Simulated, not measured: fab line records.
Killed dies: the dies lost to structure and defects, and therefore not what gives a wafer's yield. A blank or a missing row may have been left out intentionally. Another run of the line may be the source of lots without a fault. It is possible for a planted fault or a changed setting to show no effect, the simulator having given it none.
fab line records ; flow sky130
record: lots: 12; wafers: 36; lastDay: 50
route steps=708 shown VIA3@597 METAL4@602 CAP2M@605 PAD_OPEN@708
lots that met no fault: from a run of the same line without faults
startH: hours from the record's opening day to when the first of the lot's shown wafers began ; waitH: hours since the lot's step before ; " same as the row above ; L1.1+2: a row that stands for several wafers ; - no value present, or no start provided ; * or withheld: withheld ; < > ~ a bound
route shown NAME@n: a module of which the file shows steps, and the number in the route of the first ; usual: the fault-free wafers' mean and standard deviation ; same: alike in all rows ; chamber/n: place in a boat ; sites: per-site readings ; _std_site: standard deviation of those values ; _edge_site: the outer-site mean with the inner-site mean subtracted ; radiusMm: how far each site lies from the wafer's centre ; mask NAME#n: copy n ; behind: the last tool/chamber to shape the wafer ; hold: reason for holding the lot/hours on hold/outcome of the hold ; device: the transistor (n, p or np) that didn't switch ; end of line: the tests these same wafers got at the end of their route ; a step given without rows: its recipe and nothing more ; killed: the dies lost at the first sort to structure and to defects; this is not the yield of the wafer ; map: per-die view of a wafer (x killed, . not killed, _ where there is no die)
set.NAME: the setting the step ran with; set.NAME@STEP: the setting that earlier step ran with ; model.NAME: the simulator's own value behind a step, which no gauge read
a sample of lots followed through the steps of the route, with each step as a table and each wafer as a row
services: the hour from which a tool's chamber was out of use, counted from the record's first day as startH (under 0 if before that day), plus the number of hours and why
== steps ==
step: SKY_VIA3_CMP_24
recipe: stopOn: SiO2; tOverpolishS: 20; downForcePsi: 3.5; platenRpm: 60; targetThkNm: 0; padVelocityMS: 0.94248
usual: motorCurrentA: 11.3/1.1; overpolishRunS: 20.000/0.0087; tOverpolishS: 20/0; timeToEndpointS: 93/3
lot.wafer;tool;chamber;startH;waitH;motorCurrentA;overpolishRunS;tOverpolishS;timeToEndpointS
L232.4;cmp-02;1;942.85;0.3;13.0;19.989;20;96
L232.5;cmp-02;2;942.85;0.3;11.6;19.992;20;96
L232.6;cmp-02;3;942.85;0.3;11.2;20.018;20;95
L231.3;cmp-02;3;946.29;0.0;11.8;20.008;20;91
L231.2;cmp-02;1;946.29;0.0;12.4;19.987;20;94
L231.4;cmp-02;2;946.29;0.0;12.5;19.990;20;93
L233.2;cmp-01;0;956.05;0.0;11.3;20.012;20;92
L233.4;cmp-01;2;956.05;0.0;10.8;20.003;20;94
L233.1;cmp-01;3;956.05;0.0;11.3;20.005;20;96
L234.2;cmp-01;3;960.24;0.0;11.5;19.990;20;93
L234.1;cmp-01;0;960.24;0.0;10.6;19.994;20;88
L234.5;cmp-01;3;960.24;0.0;11.0;19.983;20;95
L236.3;cmp-02;1;968.79;0.1;12.6;20.000;20;97
L236.2;cmp-02;2;968.79;0.1;11.6;20.000;20;95
L236.6;cmp-02;3;968.79;0.1;11.0;19.998;20;95
L238.4;cmp-02;3;981.98;0.0;10.8;19.992;20;93
L238.5;cmp-02;3;981.98;0.0;10.9;19.993;20;96
L238.6;cmp-02;0;981.98;0.0;9.8;19.998;20;96
L240.3;cmp-01;3;996.39;0.0;11.6;19.997;20;95
L240.1;cmp-01;0;996.39;0.0;11.7;20.006;20;92
L240.2;cmp-01;2;996.39;0.0;11.4;19.996;20;96
L244.4;cmp-02;0;1022.16;0.0;8.9;19.998;20;93
L244.3;cmp-02;2;1022.16;0.0;12.1;20.002;20;90
L244.6;cmp-02;0;1022.16;0.0;9.4;20.001;20;96
L249.4;cmp-01;2;1058.14;0.3;9.9;21.909;21.911;94
L249.1;cmp-01;0;1058.14;0.3;11.3;21.894;21.911;89
L249.5;cmp-01;2;1058.14;0.3;10.6;21.934;21.911;93
L251.1;cmp-01;1;1062.66;0.1;11.3;21.930;21.911;92
L251.4;cmp-01;2;1062.66;0.1;10.1;21.914;21.911;93
L251.3;cmp-01;3;1062.66;0.1;11.6;21.907;21.911;93
L252.1;cmp-02;0;1076.53;0.1;8.9;20.007;20;96
L252.3;cmp-02;2;1076.53;0.1;12.6;20.005;20;95
L252.6;cmp-02;0;1076.53;0.1;9.2;19.999;20;94
L254.4;cmp-02;3;1092.19;0.0;11.3;20.004;20;91
L254.3;cmp-02;2;1092.19;0.0;12.8;20.016;20;94
L254.6;cmp-02;3;1092.19;0.0;11.1;20.008;20;99
step: SKY_METAL4_SPUTTER_04
recipe: material: TiN; targetThkNm: 70; powerW: 6500; timeS: 58.3; chamberPressurePa: 0.4
usual: throttleValvePct: 30.3/0.72
lot.wafer;tool;chamber;startH;waitH;throttleValvePct
L232.4;pvdSputter-03;-;943.11;0.0;30.7
L232.5;pvdSputter-03;-;943.11;0.0;29.6
L232.6;pvdSputter-03;-;943.11;0.0;30.0
L231.2;pvdSputter-03;-;946.69;0.0;30.0
L231.3;pvdSputter-03;-;946.69;0.0;29.8
L231.4;pvdSputter-03;-;946.69;0.0;31.1
L233.1;pvdSputter-03;-;956.46;0.0;29.4
L233.2;pvdSputter-03;-;956.46;0.0;30.6
L233.4;pvdSputter-03;-;956.46;0.0;30.4
L234.1;pvdSputter-04;-;960.64;0.0;29.3
L234.2;pvdSputter-04;-;960.64;0.0;31.7
L234.5;pvdSputter-04;-;960.64;0.0;29.5
L236.2;pvdSputter-03;-;969.09;0.0;30.1
L236.3;pvdSputter-03;-;969.09;0.0;29.6
L236.6;pvdSputter-03;-;969.09;0.0;31.0
L238.4;pvdSputter-03;-;982.38;0.0;30.1
L238.5;pvdSputter-03;-;982.38;0.0;30.9
L238.6;pvdSputter-03;-;982.38;0.0;30.3
L240.1;pvdSputter-04;-;996.79;0.0;31.8
L240.2;pvdSputter-04;-;996.79;0.0;29.5
L240.3;pvdSputter-04;-;996.79;0.0;30.2
L244.3;pvdSputter-03;-;1022.56;0.0;30.1
L244.4;pvdSputter-03;-;1022.56;0.0;30.2
L244.6;pvdSputter-03;-;1022.56;0.0;30.1
L249.1;pvdSputter-04;-;1058.50;0.0;30.0
L249.4;pvdSputter-04;-;1058.50;0.0;30.1
L249.5;pvdSputter-04;-;1058.50;0.0;31.6
L251.1;pvdSputter-02;-;1063.02;0.0;29.1
L251.3;pvdSputter-02;-;1063.02;0.0;31.8
L251.4;pvdSputter-02;-;1063.02;0.0;29.5
L252.1;pvdSputter-03;-;1076.89;0.0;29.7
L252.3;pvdSputter-03;-;1076.89;0.0;30.1
L252.6;pvdSputter-03;-;1076.89;0.0;31.1
L254.3;pvdSputter-04;-;1092.59;0.0;29.9
L254.4;pvdSputter-04;-;1092.59;0.0;31.8
L254.6;pvdSputter-04;-;1092.59;0.0;29.6
step: SKY_CAP2M_SPUTTER_02
recipe: material: TiN; targetThkNm: 200; tempC: 300; powerW: 6500; timeS: 166.7; chamberPressurePa: 0.4
usual: throttleValvePct: 30.3/0.57
lot.wafer;tool;chamber;startH;waitH;throttleValvePct
L232.4;pvdSputter-01;-;943.24;0.0;30.2
L232.5;pvdSputter-01;-;943.24;0.0;30.0
L232.6;pvdSputter-01;-;943.24;0.0;31.0
L231.2;pvdSputter-01;-;946.83;0.0;31.0
L231.3;pvdSputter-01;-;946.83;0.0;29.9
L231.4;pvdSputter-01;-;946.83;0.0;31.0
L233.1;pvdSputter-01;-;956.59;0.1;29.9
L233.2;pvdSputter-01;-;956.59;0.1;30.0
L233.4;pvdSputter-01;-;956.59;0.1;30.0
L234.1;pvdSputter-01;-;960.79;0.1;31.1
L234.2;pvdSputter-01;-;960.79;0.1;29.9
L234.5;pvdSputter-01;-;960.79;0.1;29.7
L236.2;pvdSputter-04;-;969.23;0.0;29.0
L236.3;pvdSputter-04;-;969.23;0.0;31.9
L236.6;pvdSputter-04;-;969.23;0.0;29.2
L238.4;pvdSputter-04;-;982.51;0.0;31.6
L238.5;pvdSputter-04;-;982.51;0.0;30.0
L238.6;pvdSputter-04;-;982.51;0.0;29.3
L240.1;pvdSputter-01;-;996.92;0.1;30.7
L240.2;pvdSputter-01;-;996.92;0.1;30.1
L240.3;pvdSputter-01;-;996.92;0.1;30.9
L244.3;pvdSputter-01;-;1022.69;0.0;30.7
L244.4;pvdSputter-01;-;1022.69;0.0;30.0
L244.6;pvdSputter-01;-;1022.69;0.0;30.9
L249.1;pvdSputter-01;-;1058.63;0.1;30.8
L249.4;pvdSputter-01;-;1058.63;0.1;30.2
L249.5;pvdSputter-01;-;1058.63;0.1;30.9
L251.1;pvdSputter-04;-;1063.15;0.1;31.9
L251.3;pvdSputter-04;-;1063.15;0.1;29.9
L251.4;pvdSputter-04;-;1063.15;0.1;29.3
L252.1;pvdSputter-01;-;1077.02;0.1;30.8
L252.3;pvdSputter-01;-;1077.02;0.1;30.0
L252.6;pvdSputter-01;-;1077.02;0.1;30.9
L254.3;pvdSputter-03;-;1092.72;0.0;30.8
L254.4;pvdSputter-03;-;1092.72;0.0;31.0
L254.6;pvdSputter-03;-;1092.72;0.0;30.2
step: SKY_CAP2M_STRIP_14
recipe: chemistry: O2/N2; powerW: 1400; pressureMtorr: 1500; platenTempC: withheld; o2FlowSccm: 3000; n2FlowSccm: 300; overashFraction: 0.5
usual: drypumpMotorCurrentA: 5.73/0.17; oesProductAu: 0.710/0.0044; stripTimeToEndpointS: 12.65/0.05
lot.wafer;tool;chamber;startH;waitH;drypumpMotorCurrentA;oesProductAu;rfHoursCounterH;stripTimeToEndpointS
L232.4;plasmaAsher-02;0;967.33;0.1;5.62;0.715;-;12.67
L232.5;plasmaAsher-02;0;967.33;0.1;5.60;0.705;-;12.68
L232.6;plasmaAsher-02;1;967.33;0.1;5.86;0.712;-;12.70
L231.2;plasmaAsher-04;0;971.03;0.1;5.76;0.714;114;12.70
L231.3;plasmaAsher-04;0;971.03;0.1;5.75;0.711;-;12.73
L231.4;plasmaAsher-04;1;971.03;0.1;5.86;0.710;-;12.71
L233.1;plasmaAsher-04;1;980.28;0.1;5.88;0.716;115;12.70
L233.2;plasmaAsher-04;0;980.28;0.1;5.73;0.706;115;12.71
L233.4;plasmaAsher-04;1;980.28;0.1;5.88;0.705;-;12.69
L234.1;plasmaAsher-03;1;985.23;0.1;5.38;0.717;23;12.59
L234.2;plasmaAsher-03;0;985.23;0.1;5.86;0.709;23;12.66
L234.5;plasmaAsher-03;1;985.23;0.1;5.39;0.699;-;12.63
L236.2;plasmaAsher-03;0;993.43;0.1;5.88;0.708;23;12.66
L236.3;plasmaAsher-03;0;993.43;0.1;5.89;0.713;-;12.65
L236.6;plasmaAsher-03;0;993.43;0.1;5.85;0.712;-;12.66
L238.4;plasmaAsher-04;1;1006.12;0.1;5.87;0.705;-;12.61
L238.5;plasmaAsher-04;0;1006.12;0.1;5.75;0.710;-;12.66
L238.6;plasmaAsher-04;1;1006.12;0.1;5.87;0.702;-;12.64
L240.1;plasmaAsher-02;0;1019.98;0.1;5.62;0.714;87;12.73
L240.2;plasmaAsher-02;1;1019.98;0.1;5.88;0.709;87;12.67
L240.3;plasmaAsher-02;0;1019.98;0.1;5.61;0.706;-;12.69
L244.3;plasmaAsher-02;0;1044.83;0.1;5.62;0.713;-;12.69
L244.4;plasmaAsher-02;1;1044.83;0.1;5.84;0.708;-;12.67
L244.6;plasmaAsher-02;1;1044.83;0.1;5.86;0.719;-;12.69
L249.1;plasmaAsher-04;1;1080.00;0.1;5.86;0.714;1;12.59
L249.4;plasmaAsher-04;0;1080.00;0.1;5.75;0.708;-;12.57
L249.5;plasmaAsher-04;1;1080.00;0.1;5.87;0.704;-;12.64
L251.1;plasmaAsher-03;1;1085.20;0.1;5.40;0.707;33;12.63
L251.3;plasmaAsher-03;0;1085.20;0.1;5.87;0.706;-;12.56
L251.4;plasmaAsher-03;1;1085.20;0.1;5.39;0.714;-;12.59
L252.1;plasmaAsher-03;0;1098.36;0.1;5.81;0.707;34;12.67
L252.3;plasmaAsher-03;1;1098.36;0.1;5.36;0.717;-;12.59
L252.6;plasmaAsher-03;0;1098.36;0.1;5.82;0.711;-;12.62
L254.3;plasmaAsher-04;1;1113.11;0.1;5.86;0.702;-;12.75
L254.4;plasmaAsher-04;0;1113.11;0.1;5.75;0.708;-;12.74
L254.6;plasmaAsher-04;1;1113.11;0.1;5.88;0.705;-;12.71
step: SKY_PAD_OPEN_PROBE_99
usual: defectLimitedYield: 82.5/2; killed_at_M0_to_M3: 44/7; killed_at_M4_up: 3.4/1.7; killedAtContacts: 24/4.9; killedAtFrontEnd: 15/4.5; killedAtOther: 0.4/0.61; killedDies: 86/9.7; killedOnRim: 17/3.6; killedOpen: 47/7.1; killedShort: 39/6.1; sort_bin_3_pad_short: 0.9/0.42; sort_bin_5_function: 10.4/1.4; sort_bin_6_memory: 6.2/1.2; sortNPass: 406/9.7; sortYieldPct: 82.5/2
same: grossDies: 492; killedAtBackSide: 0; sort_bin_4_leakage[%]: 0; sort_bin_8_speed[%]: 0
lot.wafer;tool;chamber;startH;waitH;defectLimitedYield[%];killed_at_M0_to_M3;killed_at_M4_up;killedAtContacts;killedAtFrontEnd;killedAtOther;killedDies;killedOnRim;killedOpen;killedShort;sort_bin_3_pad_short[%];sort_bin_5_function[%];sort_bin_6_memory[%];sortNPass;sortYieldPct[%]
L232.4;prober-02;-;1087.61;0.2;81.7;47;3;22;17;1;90;15;53;37;0.8;11.2;6.3;402;81.7
L232.5;prober-02;-;1087.66;0.2;79.5;57;0;28;16;0;101;27;54;47;1.4;10.4;8.7;391;79.5
L232.6;prober-02;-;1087.71;0.2;81.9;39;3;25;22;0;89;15;49;40;1.2;11.0;5.9;403;81.9
L231.2;prober-01;-;1089.41;0.1;84.8;35;4;24;12;0;75;14;46;29;0.8;10.2;4.3;417;84.8
L231.3;prober-01;-;1089.46;0.2;83.5;43;3;19;16;0;81;15;44;37;1.0;11.2;4.3;411;83.5
L231.4;prober-01;-;1089.51;0.2;83.3;48;2;24;8;0;82;18;50;32;1.2;8.5;6.9;410;83.3
L233.1;prober-01;-;1096.28;0.1;83.5;42;3;17;19;0;81;12;38;43;0.8;10.2;5.5;411;83.5
L233.2;prober-01;-;1096.33;0.1;77.6;63;3;21;23;0;110;25;53;57;1.4;13.6;7.3;382;77.6
L233.4;prober-01;-;1096.43;0.2;81.7;48;3;20;19;0;90;22;49;40;1.0;12.0;5.3;402;81.7
L234.1;prober-02;-;1102.49;0.1;84.1;38;3;27;10;0;78;12;45;33;0.6;11.0;4.3;414;84.1
L234.2;prober-02;-;1102.54;0.1;83.9;49;2;22;5;1;79;12;44;35;1.4;9.1;5.5;413;83.9
L234.5;prober-02;-;1102.69;0.2;86.6;31;2;22;11;0;66;9;35;31;0.4;7.9;5.1;426;86.6
L236.2;prober-01;-;1110.89;0.1;80.3;45;0;35;16;1;97;15;55;40;1.0;12.6;6.1;395;80.3
L236.3;prober-01;-;1110.94;0.2;78.3;60;3;30;14;0;107;21;68;38;1.0;13.2;7.5;385;78.3
L236.6;prober-01;-;1111.09;0.2;80.5;42;4;25;25;0;96;19;52;43;1.6;12.0;5.9;396;80.5
L238.4;prober-01;-;1120.71;0.2;81.5;48;6;26;11;0;91;20;54;37;1.2;11.2;6.1;401;81.5
L238.5;prober-01;-;1120.76;0.2;85.2;41;4;16;12;0;73;15;34;39;1.0;8.9;4.9;419;85.2
L238.6;prober-01;-;1120.81;0.2;82.5;47;2;21;15;1;86;16;47;39;1.0;12.0;4.5;406;82.5
L240.1;prober-01;-;1132.25;0.1;82.9;41;3;19;19;2;84;19;42;41;0.6;9.8;6.7;408;82.9
L240.2;prober-01;-;1132.30;0.1;79.7;55;2;20;22;1;100;23;51;48;0.8;13.6;5.9;392;79.7
L240.3;prober-01;-;1132.35;0.2;83.1;41;7;23;12;0;83;14;44;39;0.6;10.4;5.9;409;83.1
L244.3;prober-01;-;1153.53;0.2;83.5;38;2;25;16;0;81;17;42;39;0.2;11.8;4.5;411;83.5
L244.4;prober-01;-;1153.58;0.2;81.9;45;3;22;19;0;89;19;47;42;0.4;9.1;8.5;403;81.9
L244.6;prober-01;-;1153.68;0.2;83.1;44;6;29;4;0;83;14;50;33;0.4;9.8;6.7;409;83.1
L249.1;prober-01;-;1181.48;0.1;81.7;37;5;31;17;0;90;16;52;37;0.6;10.6;7.1;402;81.7
L249.4;prober-01;-;1181.63;0.2;77.4;62;4;22;22;1;111;24;60;51;1.0;14.2;7.3;381;77.4
L249.5;prober-01;-;1181.68;0.2;80.9;51;3;23;17;0;94;13;52;41;0.6;10.0;8.5;398;80.9
L251.1;prober-02;-;1184.89;0.1;79.3;47;4;36;15;0;102;23;61;41;1.4;13.0;6.3;390;79.3
L251.3;prober-02;-;1184.99;0.2;80.3;46;2;26;23;0;97;14;51;46;2.2;10.4;7.1;395;80.3
L251.4;prober-02;-;1185.04;0.2;85.8;35;3;21;10;1;70;15;38;31;1.8;6.7;5.7;422;85.8
L252.1;prober-01;-;1194.88;0.1;83.3;42;4;22;14;0;82;17;40;42;0.8;10.8;5.1;410;83.3
L252.3;prober-01;-;1194.98;0.2;82.5;51;4;17;14;0;86;12;44;42;1.0;11.6;4.9;406;82.5
L252.6;prober-01;-;1195.13;0.2;82.3;55;2;20;10;0;87;18;40;47;1.2;11.4;5.1;405;82.3
L254.3;prober-01;-;1207.79;0.2;84.6;41;2;19;14;0;76;18;40;36;1.2;10.4;3.9;416;84.6
L254.4;prober-01;-;1207.84;0.2;83.1;48;3;14;18;0;83;17;36;47;1.2;9.8;5.9;409;83.1
L254.6;prober-01;-;1207.94;0.2;83.7;37;2;24;17;0;80;14;43;35;1.2;11.2;3.9;412;83.7
killed by level:class
L232.4 VIA2:geometricParticle:open=12 VIA1:geometricParticle:open=11 CONTACT:geometricParticle:open=8 FIELD_ISO:geometricParticle:open=5 LI_CONTACT:geometricParticle:open=5 METAL2:geometricParticle:short=5 FIELD_ISO:geometricParticle:short=4 CONTACT:geometricParticle:short=4
L232.5 VIA1:geometricParticle:open=13 LI_CONTACT:geometricParticle:open=11 VIA3:geometricParticle:open=8 CONTACT:geometricParticle:open=7 METAL3:geometricParticle:short=6 VIA2:geometricParticle:open=5 VIA1:geometricParticle:short=5 METAL2:geometricParticle:short=5
L232.6 VIA1:geometricParticle:open=9 CONTACT:geometricParticle:open=8 FIELD_ISO:geometricParticle:open=7 LI_CONTACT:geometricParticle:open=7 VIA2:geometricParticle:short=5 LOCAL_INTERCONNECT:geometricParticle:short=5 VIA3:geometricParticle:short=5 VIA3:geometricParticle:open=5
L231.2 CONTACT:geometricParticle:open=12 VIA3:geometricParticle:open=8 VIA1:geometricParticle:open=7 FIELD_ISO:geometricParticle:open=5 CONTACT:geometricParticle:short=5 METAL1:geometricParticle:short=5 LI_CONTACT:geometricParticle:open=4 VIA3:geometricParticle:short=4
L231.3 VIA1:geometricParticle:open=11 CONTACT:geometricParticle:open=11 VIA3:geometricParticle:open=10 METAL2:geometricParticle:short=7 FIELD_ISO:geometricParticle:short=5 VIA1:geometricParticle:short=5 POLY_GATE:geometricParticle:short=4 LI_CONTACT:geometricParticle:open=4
L231.4 VIA1:geometricParticle:open=13 CONTACT:geometricParticle:open=11 METAL1:geometricParticle:short=8 VIA2:geometricParticle:open=8 LI_CONTACT:geometricParticle:open=5 CONTACT:geometricParticle:short=4 VIA2:geometricParticle:short=4 VIA3:geometricParticle:open=4
L233.1 VIA1:geometricParticle:open=9 CONTACT:geometricParticle:open=7 METAL2:geometricParticle:short=6 VIA3:geometricParticle:open=6 CONTACT:geometricParticle:short=5 VIA1:geometricParticle:short=5 FIELD_ISO:geometricParticle:short=4 POLY_GATE:geometricParticle:short=4
L233.2 VIA1:geometricParticle:open=13 METAL2:geometricParticle:short=10 VIA2:geometricParticle:open=9 FIELD_ISO:geometricParticle:short=8 CONTACT:geometricParticle:open=8 FIELD_ISO:geometricParticle:open=7 METAL3:geometricParticle:short=6 METAL1:geometricParticle:short=6
L233.4 VIA1:geometricParticle:open=9 METAL2:geometricParticle:short=9 CONTACT:geometricParticle:open=9 VIA2:geometricParticle:open=8 VIA3:geometricParticle:open=8 FIELD_ISO:geometricParticle:short=7 POLY_GATE:geometricParticle:short=4 LI_CONTACT:geometricParticle:open=4
L234.1 CONTACT:geometricParticle:short=10 VIA2:geometricParticle:open=10 LI_CONTACT:geometricParticle:open=7 VIA3:geometricParticle:open=7 VIA1:geometricParticle:open=6 CONTACT:geometricParticle:open=5 METAL1:geometricParticle:short=4 LI_CONTACT:geometricParticle:short=4
L234.2 VIA1:geometricParticle:open=12 VIA3:geometricParticle:open=10 CONTACT:geometricParticle:open=8 CONTACT:geometricParticle:short=6 VIA1:geometricParticle:short=6 VIA2:geometricParticle:open=5 METAL1:geometricParticle:short=5 METAL2:geometricParticle:short=5
L234.5 CONTACT:geometricParticle:short=8 LI_CONTACT:geometricParticle:open=7 VIA1:geometricParticle:open=7 VIA3:geometricParticle:open=7 VIA2:geometricParticle:open=4 POLY_GATE:geometricParticle:short=3 CONTACT:geometricParticle:open=3 METAL1:geometricParticle:short=3
L236.2 VIA3:geometricParticle:open=13 CONTACT:geometricParticle:open=12 VIA2:geometricParticle:open=5 CONTACT:geometricParticle:short=5 LI_CONTACT:geometricParticle:open=5 LOCAL_INTERCONNECT:geometricParticle:short=5 VIA1:geometricParticle:open=5 FIELD_ISO:geometricParticle:open=4
L236.3 VIA1:geometricParticle:open=16 CONTACT:geometricParticle:open=12 LI_CONTACT:geometricParticle:open=9 VIA3:geometricParticle:open=9 METAL1:geometricParticle:short=7 VIA2:geometricParticle:open=7 FIELD_ISO:geometricParticle:open=6 LOCAL_INTERCONNECT:geometricParticle:short=5
L236.6 VIA1:geometricParticle:open=16 CONTACT:geometricParticle:open=8 FIELD_ISO:geometricParticle:short=7 POLY_GATE:geometricParticle:open=6 VIA3:geometricParticle:open=6 CONTACT:geometricParticle:short=6 LI_CONTACT:geometricParticle:open=5 POLY_GATE:geometricParticle:short=5
L238.4 VIA1:geometricParticle:open=14 CONTACT:geometricParticle:open=13 VIA3:geometricParticle:open=10 CONTACT:geometricParticle:short=9 VIA2:geometricParticle:open=6 METAL2:geometricParticle:short=5 METAL1:geometricParticle:short=4 VIA1:geometricParticle:short=4
L238.5 CONTACT:geometricParticle:short=8 VIA1:geometricParticle:open=8 VIA1:geometricParticle:short=6 VIA2:geometricParticle:open=6 VIA3:geometricParticle:open=5 POLY_GATE:geometricParticle:short=4 METAL2:geometricParticle:short=4 METAL3:geometricParticle:short=4
L238.6 VIA1:geometricParticle:open=13 CONTACT:geometricParticle:open=7 CONTACT:geometricParticle:short=7 VIA1:geometricParticle:short=7 FIELD_ISO:geometricParticle:open=6 VIA2:geometricParticle:open=6 VIA3:geometricParticle:open=5 FIELD_ISO:geometricParticle:short=4
L240.1 POLY_GATE:geometricParticle:open=8 FIELD_ISO:geometricParticle:open=7 VIA3:geometricParticle:short=7 CONTACT:geometricParticle:short=6 CONTACT:geometricParticle:open=6 METAL1:geometricParticle:short=6 VIA3:geometricParticle:open=6 METAL2:geometricParticle:short=5
L240.2 CONTACT:geometricParticle:open=12 METAL2:geometricParticle:short=10 FIELD_ISO:geometricParticle:short=7 FIELD_ISO:geometricParticle:open=7 VIA3:geometricParticle:open=7 METAL1:geometricParticle:short=7 VIA2:geometricParticle:open=7 CONTACT:geometricParticle:short=5
L240.3 VIA1:geometricParticle:open=11 CONTACT:geometricParticle:open=8 VIA3:geometricParticle:open=8 VIA1:geometricParticle:short=6 CONTACT:geometricParticle:short=5 METAL4:geometricParticle:short=5 FIELD_ISO:geometricParticle:short=4 FIELD_ISO:geometricParticle:open=4
L244.3 VIA2:geometricParticle:open=8 LOCAL_INTERCONNECT:geometricParticle:short=7 VIA1:geometricParticle:open=6 POLY_GATE:geometricParticle:open=5 CONTACT:geometricParticle:short=5 CONTACT:geometricParticle:open=5 METAL1:geometricParticle:short=5 SPACER:geometricParticle:open=4
L244.4 VIA2:geometricParticle:open=9 FIELD_ISO:geometricParticle:open=7 VIA1:geometricParticle:open=7 LOCAL_INTERCONNECT:geometricParticle:short=6 CONTACT:geometricParticle:open=6 VIA3:geometricParticle:open=6 METAL1:geometricParticle:short=5 METAL3:geometricParticle:short=5
L244.6 VIA1:geometricParticle:open=13 CONTACT:geometricParticle:open=12 VIA2:geometricParticle:open=10 CONTACT:geometricParticle:short=7 VIA3:geometricParticle:open=7 METAL4:geometricParticle:short=6 LI_CONTACT:geometricParticle:open=4 LOCAL_INTERCONNECT:geometricParticle:short=4
L249.1 CONTACT:geometricParticle:open=15 VIA1:geometricParticle:open=8 LI_CONTACT:geometricParticle:open=6 VIA3:geometricParticle:open=6 VIA2:geometricParticle:open=5 CONTACT:geometricParticle:short=4 VIA1:geometricParticle:short=4 VIA3:geometricParticle:short=4
L249.4 VIA1:geometricParticle:open=17 CONTACT:geometricParticle:open=11 METAL1:geometricParticle:short=8 METAL2:geometricParticle:short=8 FIELD_ISO:geometricParticle:open=7 VIA3:geometricParticle:open=7 POLY_GATE:geometricParticle:short=6 LI_CONTACT:geometricParticle:open=5
L249.5 CONTACT:geometricParticle:open=12 VIA1:geometricParticle:open=11 METAL1:geometricParticle:short=8 VIA3:geometricParticle:open=7 VIA2:geometricParticle:open=6 FIELD_ISO:geometricParticle:open=5 LI_CONTACT:geometricParticle:open=5 FIELD_ISO:geometricParticle:short=4
L251.1 CONTACT:geometricParticle:open=15 VIA1:geometricParticle:open=13 VIA2:geometricParticle:open=10 VIA3:geometricParticle:open=8 POLY_GATE:geometricParticle:short=6 LOCAL_INTERCONNECT:geometricParticle:short=6 LI_CONTACT:geometricParticle:open=5 POLY_GATE:geometricParticle:open=4
L251.3 VIA1:geometricParticle:open=11 LI_CONTACT:geometricParticle:open=10 VIA1:geometricParticle:short=10 METAL1:geometricParticle:short=9 CONTACT:geometricParticle:open=8 FIELD_ISO:geometricParticle:open=7 METAL2:geometricParticle:short=7 FIELD_ISO:geometricParticle:short=5
L251.4 VIA1:geometricParticle:open=10 CONTACT:geometricParticle:open=9 METAL1:geometricParticle:short=6 LI_CONTACT:geometricParticle:open=5 VIA1:geometricParticle:short=5 METAL3:geometricParticle:short=3 VIA3:geometricParticle:open=3 FIELD_ISO:geometricParticle:short=2
L252.1 VIA1:geometricParticle:open=9 LOCAL_INTERCONNECT:geometricParticle:short=6 LI_CONTACT:geometricParticle:short=6 CONTACT:geometricParticle:open=6 METAL1:geometricParticle:short=6 VIA2:geometricParticle:open=6 VIA3:geometricParticle:open=5 POLY_GATE:geometricParticle:open=4
L252.3 VIA2:geometricParticle:open=11 CONTACT:geometricParticle:short=6 METAL1:geometricParticle:short=6 CONTACT:geometricParticle:open=5 METAL2:geometricParticle:short=5 VIA1:geometricParticle:open=5 VIA1:geometricParticle:short=5 POLY_GATE:geometricParticle:short=4
L252.6 VIA1:geometricParticle:open=11 METAL1:geometricParticle:short=8 VIA2:geometricParticle:open=8 CONTACT:geometricParticle:open=7 VIA1:geometricParticle:short=6 VIA3:geometricParticle:open=6 LI_CONTACT:geometricParticle:short=5 LOCAL_INTERCONNECT:geometricParticle:short=5
L254.3 VIA1:geometricParticle:open=13 METAL2:geometricParticle:short=7 CONTACT:geometricParticle:open=6 POLY_GATE:geometricParticle:short=5 LI_CONTACT:geometricParticle:open=5 VIA2:geometricParticle:open=5 FIELD_ISO:geometricParticle:short=4 LOCAL_INTERCONNECT:geometricParticle:short=4
L254.4 VIA1:geometricParticle:open=10 POLY_GATE:geometricParticle:short=9 VIA1:geometricParticle:short=9 VIA3:geometricParticle:open=7 VIA2:geometricParticle:short=6 POLY_GATE:geometricParticle:open=5 LI_CONTACT:geometricParticle:open=5 METAL2:geometricParticle:short=5
L254.6 VIA1:geometricParticle:open=10 LI_CONTACT:geometricParticle:open=7 CONTACT:geometricParticle:open=7 METAL1:geometricParticle:short=6 VIA3:geometricParticle:open=5 LI_CONTACT:geometricParticle:short=4 VIA1:geometricParticle:short=4 VIA3:geometricParticle:short=4
== services ==
tool;chamber;startH;hours;kind
cmp-01;-;931.04;23.4;repair
cmp-01;-;941.94;1.1;repair
plasmaAsher-03;-;949.05;14.6;pm
pvdSputter-01;-;953.55;0.6;repair
plasmaAsher-02;-;1001.02;6.4;repair
pvdSputter-04;-;1002.12;4.5;repair
cmp-01;-;1042.19;10.5;pm
pvdSputter-01;-;1046.20;4.0;repair
pvdSputter-02;-;1054.42;3.2;repair
cmp-02;-;1054.84;4.6;pm
plasmaAsher-04;-;1055.25;9.0;pm
plasmaAsher-04;0;1055.25;9.0;ventCycle
plasmaAsher-04;1;1055.25;9.0;ventCycle
plasmaAsher-04;0;1064.25;-;clean
plasmaAsher-02;-;1081.60;10.9;repair
cmp-02;-;1084.12;4.0;pm
cmp-02;-;1088.12;-;consumableReplace:conditioner
cmp-02;-;1088.12;-;consumableReplace:pad
pvdSputter-04;-;1093.18;4.2;repair
plasmaAsher-02;-;1094.85;2.6;repair
plasmaAsher-04;-;1094.92;4.0;repair
cmp-02;-;1099.61;0.3;repair
cmp-02;-;1100.02;0.6;repair
pvdSputter-02;-;1111.53;1.7;repair
== key ==
firstSign: step: SKY_VIA3_CMP_24; reading: tOverpolishS; direction: up; sigmas: 99+; usual: 20; struck: 21.911
effect: step: SKY_VIA3_CMP_24; reading: overpolishRunS; direction: up; sigmas: 99+; usual: 20.000; struck: 21.914
metAt SKY_VIA3_CMP_24
struckLots L249,L251
notActingAt SKY_METAL4_SPUTTER_04,SKY_CAP2M_SPUTTER_02,SKY_CAP2M_STRIP_14
onsetBetween 996.39 1058.14
fault: kind: processParameterDrift; tool: cmp-01; chamber: -; onsetH: 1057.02; steps: SKY_VIA3_CMP_24; channel: tOverpolishS; offset: 1.9112; shape: step; endH: 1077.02; actsIn: theseRecipesOnly; stated: 20
